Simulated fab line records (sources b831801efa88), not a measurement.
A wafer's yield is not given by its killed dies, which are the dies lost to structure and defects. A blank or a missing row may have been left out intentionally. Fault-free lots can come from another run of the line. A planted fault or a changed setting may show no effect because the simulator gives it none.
Problem report, 8D (eight disciplines) form, completed by code | flow sky130 | the parts of the form that need people (team, actions taken, sign-off) are left out

## 1. PROBLEM STATEMENT
Mean LI_CONTACT_W_RS at SKY_LI_CONTACT_RS_MEAS_22: 0.5046 ohm/sq over 2 wafers in 2 lots; fault-free wafers: 0.2865 ohm/sq, standard deviation 0.0024. Measured from the usual mean, that is +91 standard deviations.
The step: measures by four-point-probe.
Earliest sighting: wafer L369.5 on film metro-02 at day 35 00:53. The record has a number at this step for 41 wafers belonging to 14 lots. Rule for "out" (also "out of limits"): further than 4 standard deviations from the usual mean. Any other wafer with a number is counted as sound.

## 2. WHAT IT IS AND WHAT IT IS NOT
question                    | is                           | is not
which readings at this step | LI_CONTACT_W_RS              | -
which lots                  | L369, L370                   | L351, L352, L353, L355, L356, L357, L358, L359, L360, L362, L372, L373
which wafers of those lots  | L369.5, L370.5               | L369.3, L370.4, L370.6
read on which gauges        | film metro-01, film metro-02 | film metro-03
when                        | from day 35 00:53            | up to then (31 sound wafers); but 8 sound wafers of L370, L372, L373 came after

## 3. WHAT RULES OUT EACH SUSPECT
Counting: if a tool at a process step up to the reading ran every lot that is out, it stays a suspect. Sound lots after the first of them don't rule it out here, since some wafers of a struck lot are sound.
- the gauge at SKY_LI_CONTACT_RS_MEAS_22 is ruled out. The wafers that are out were read on 2 gauges (film metro-01, film metro-02).
- cvd w-02 at SKY_LI_CONTACT_CVD_21 (deposits W, target thk 400 nm, time 120.56 s): kept. Ran every lot that is out, first one L369 (day 35 00:45); last sound lot up to then L362 (day 33 16:25).
The count leaves cvd w-02 at SKY_LI_CONTACT_CVD_21.

## 4. THE CAUSE (what the simulator had put in)
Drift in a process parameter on cvd w-02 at SKY_LI_CONTACT_CVD_21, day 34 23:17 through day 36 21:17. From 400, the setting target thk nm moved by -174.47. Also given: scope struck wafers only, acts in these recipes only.
This tool alone remained once counting was done.

## 5. THE CHAIN OF EFFECTS, in route order
One row per reading whose mean, taken over the struck wafers that have a number, lies over 3 standard deviations from the usual. Readings are gone through only where the record gives a usual standard deviation; hours: the median, over the lots, of the time from a lot's start at the first step in this table giving one to that lot's start at this step; sigmas: the change measured in usual standard deviations.
hours | step                       | reading            | usual         | on struck wafers | change  | sigmas
0     | SKY_LI_CONTACT_RS_MEAS_22  | LI_CONTACT_W_RS    | 0.2865 ohm/sq | 0.5046           | +0.2181 | +91
0     | SKY_LI_CONTACT_THK_MEAS_23 | LI_CONTACT_W_THK   | 383 nm        | 221              | -162    | -32
0     | SKY_LI_CONTACT_CMP_24      | time to endpoint s | 97 s          | 52               | -45     | -10
It contains these process steps:
- SKY_LI_CONTACT_CMP_24: polishes, stops on PSG, t overpolish 20 s, target thk 0 nm.

## 6. WHAT WOULD HAVE CAUGHT IT SOONER
2 hours passed between the start of the fault at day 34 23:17 and the first reading out of limits at a measuring or inspecting step in this record, taken at day 35 00:53.
Tool readings at SKY_LI_CONTACT_CVD_21 with a usual standard deviation given in the record: none out on any struck wafer, hence no alarm at a limit of 4 standard deviations on them.
Lots out: 2; of these, L370 started SKY_LI_CONTACT_CVD_21 on cvd w-02 after day 35 00:53. A tool hold placed at that time would have kept it from harm.
